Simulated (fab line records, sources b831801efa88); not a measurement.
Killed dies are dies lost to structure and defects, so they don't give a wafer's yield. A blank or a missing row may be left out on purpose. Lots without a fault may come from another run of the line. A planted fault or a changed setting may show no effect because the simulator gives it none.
Which tool did it? | flow gf180mcu | 13 lots, 38 wafers sampled, at 3 steps of a route of 602

WHAT THE GAUGES READ, wafer by wafer
GF_SAB_CD_MEAS_09: target cd 420 nm.
lot  | measured     | on        | cd_nm (nm)
L831 | day 14 22:04 | cd_sem-01 | 422.8 422.2 419.7
L832 | day 15 12:22 | cd_sem-01 | 422.4 421.6 420.6
L834 | day 16 04:11 | cd_sem-01 | 420.3 418.4 419.9
L835 | day 16 10:52 | cd_sem-02 | 419.0 416.9 418.0
L840 | day 18 07:52 | cd_sem-02 | 419.1 416.7 420.1
L843 | day 19 12:41 | cd_sem-01 | 294.3 416.8 293.7 417.2
L844 | day 20 00:40 | cd_sem-02 | 412.1 300.0 415.5 412.1 300.1 415.8
L845 | day 20 04:34 | cd_sem-02 | 417.5 415.8 418.7
L848 | day 21 11:08 | cd_sem-01 | 422.0 423.1 422.1
L849 | day 21 16:21 | cd_sem-02 | 420.1 420.7 421.0
L850 | day 22 02:22 | cd_sem-02 | 422.0 422.5 422.6
L853 | day 22 18:59 | cd_sem-01 | 421.1 422.7 423.5
L854 | day 23 08:22 | cd_sem-02 | 419.2 420.0 420.4

GF_V2_CD_MEAS_14: target cd 260 nm.
lot  | measured     | on        | cd_nm (nm)
L831 | day 20 00:16 | cd_sem-01 | 259.7 260.2 260.5
L832 | day 20 16:41 | cd_sem-01 | 261.2 260.4 260.6
L834 | day 21 10:45 | cd_sem-01 | 259.4 260.5 259.0
L835 | day 21 17:23 | cd_sem-02 | 261.8 262.2 261.2
L840 | day 23 15:32 | cd_sem-01 | 260.6 259.6 260.2
L843 | day 24 16:04 | cd_sem-02 | 258.6
L844 | day 25 04:00 | cd_sem-01 | 258.5 258.1
L845 | day 25 05:53 | cd_sem-01 | 261.2 261.6 261.5
L848 | day 26 10:37 | cd_sem-01 | 258.8 258.8 258.8
L849 | day 26 15:17 | cd_sem-02 | 259.8 259.0 259.7
L850 | day 26 23:03 | cd_sem-01 | 259.7 259.3 259.9
L853 | day 27 15:20 | cd_sem-01 | 259.2 260.2 261.6
L854 | day 28 01:44 | cd_sem-01 | 261.9 261.4 261.9

WHICH TOOL RAN EACH LOT (tool, then ch and the chambers of the sampled wafers, then the start)
lot  | GF_SAB_EXPOSE_06
L831 | iline_stepper-01 ch 0, day 14 11:29
L832 | iline_stepper-02 ch 0, day 15 01:46
L834 | iline_stepper-01 ch 0, day 15 17:26
L835 | iline_stepper-02 ch 0, day 16 00:14
L840 | iline_stepper-02 ch 0, day 17 20:35
L843 | iline_stepper-02 ch 0, day 19 00:36
L844 | iline_stepper-02 ch 0, day 19 12:40
L845 | iline_stepper-01 ch 0, day 19 16:16
L848 | iline_stepper-01 ch 0, day 20 23:02
L849 | iline_stepper-01 ch 0, day 21 04:06
L850 | iline_stepper-01 ch 0, day 21 14:43
L853 | iline_stepper-01 ch 0, day 22 07:52
L854 | iline_stepper-01 ch 0, day 22 20:46
- GF_SAB_EXPOSE_06: exposes mask SAB, target cd 420 nm.

WHAT THE TOOLS THEMSELVES READ (means of the sampled wafers that have a number; where no wafer has one, the mark that the record gives instead)
The record holds no such reading with a usual standard deviation.

THE ANSWER, worked out from the rows above alone
Rule: what is usual is taken from the lots themselves. Put in order of their means at a reading, lots are off if they are a third of the lots or fewer, leave a main group of 4 or more, and stand apart from it by a gap of 3 or more times the standard deviation of the main group's means; of several such gaps the widest counts. A main group whose means are all the same, to the digits that the tables above print for the reading, isn't used. A lot without any number at a reading at which 4 lots or more have one is off too. The other lots that the step has rows for count as sound. The gauges are gone through in route order, then the tools' own readings, and for those a lot's mean is taken as printed above. The first step at which some lot is off is used, and at that step the reading that is off furthest; a lot without a number counts as furthest.
Off: L843, L844, at GF_SAB_CD_MEAS_09 (cd_nm). The main group: mean 420.4 nm, standard deviation 1.8.
A tool fits if, at a process step before that reading, it ran every lot that is off, and no sound lot after the first of them. The gauges at GF_SAB_CD_MEAS_09 are tried like those tools. One fits: iline_stepper-02 at GF_SAB_EXPOSE_06. Its last sound lot is L840 (day 17 20:35), its first lot that is off L843 (day 19 00:36): a fault that began between those two fits.

WHAT THE SIMULATOR HAD PUT IN
Process parameter drift: iline_stepper-02, from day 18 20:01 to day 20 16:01, at GF_SAB_EXPOSE_06. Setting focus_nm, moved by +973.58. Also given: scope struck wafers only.
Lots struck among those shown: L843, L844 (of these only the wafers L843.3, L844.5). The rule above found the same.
